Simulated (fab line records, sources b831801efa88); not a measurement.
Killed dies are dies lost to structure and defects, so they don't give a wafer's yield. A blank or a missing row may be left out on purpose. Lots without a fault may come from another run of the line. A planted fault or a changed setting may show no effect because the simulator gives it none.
Which tool did it? | flow gf180mcu | 6 lots, 18 wafers sampled, at 3 steps of a route of 602

WHAT THE GAUGES READ, wafer by wafer
GF_LVPWELL_TW_MEAS_11.
lot  | measured    | on            | LVPWELL_TW
L461 | day 4 04:23 | film_metro-01 | 561.6 562.2 558.6
L467 | day 5 13:35 | film_metro-01 | 618.3 622.0 620.6
L469 | day 5 23:32 | film_metro-02 | 615.6 615.9 618.0
L477 | day 7 22:05 | film_metro-02 | 563.4 561.3 560.4
L480 | day 8 13:59 | film_metro-01 | 558.7 559.5 562.2
L482 | day 9 01:17 | film_metro-02 | 562.1 563.0 565.1

WHICH TOOL RAN EACH LOT (tool, then ch and the chambers of the sampled wafers, then the start)
lot  | GF_NWELL_STRIP_10                   | GF_LVPWELL_IMPLANT_08
L461 | plasma_asher-04 ch 0,1, day 3 15:05 | implanter-04 ch 0, day 4 03:59
L467 | plasma_asher-03 ch 0,1, day 4 23:17 | implanter-03 ch 0, day 5 13:11
L469 | plasma_asher-04 ch 0, day 5 08:52   | implanter-03 ch 0, day 5 23:08
L477 | plasma_asher-03 ch 0,1, day 7 05:35 | implanter-04 ch 0, day 7 21:41
L480 | plasma_asher-04 ch 0,1, day 7 21:16 | implanter-03 ch 0, day 8 13:35
L482 | plasma_asher-03 ch 0,1, day 8 07:29 | implanter-03 ch 0, day 9 00:53
- GF_NWELL_STRIP_10: strips in O2/N2.
- GF_LVPWELL_IMPLANT_08

THE ANSWER, worked out from the rows above alone
Rule: what is usual is taken from the lots themselves. Put in order of their means at a reading, lots are off if they are a third of the lots or fewer, leave a main group of 4 or more, and stand apart from it by a gap of 3 or more times the standard deviation of the main group's means; of several such gaps the widest counts. A main group whose means are all the same, to the digits that the tables above print for the reading, isn't used. A lot without any number at a reading at which 4 lots or more have one is off too. The other lots that the step has rows for count as sound.
Off: L467, L469, at GF_LVPWELL_TW_MEAS_11 (LVPWELL_TW). The main group: mean 561.5, standard deviation 1.2.
A tool fits if, at a process step before that reading, it ran every lot that is off, and no sound lot after the first of them. The gauges at GF_LVPWELL_TW_MEAS_11 are tried like those tools. None of those tried fits.

WHAT THE SIMULATOR HAD PUT IN
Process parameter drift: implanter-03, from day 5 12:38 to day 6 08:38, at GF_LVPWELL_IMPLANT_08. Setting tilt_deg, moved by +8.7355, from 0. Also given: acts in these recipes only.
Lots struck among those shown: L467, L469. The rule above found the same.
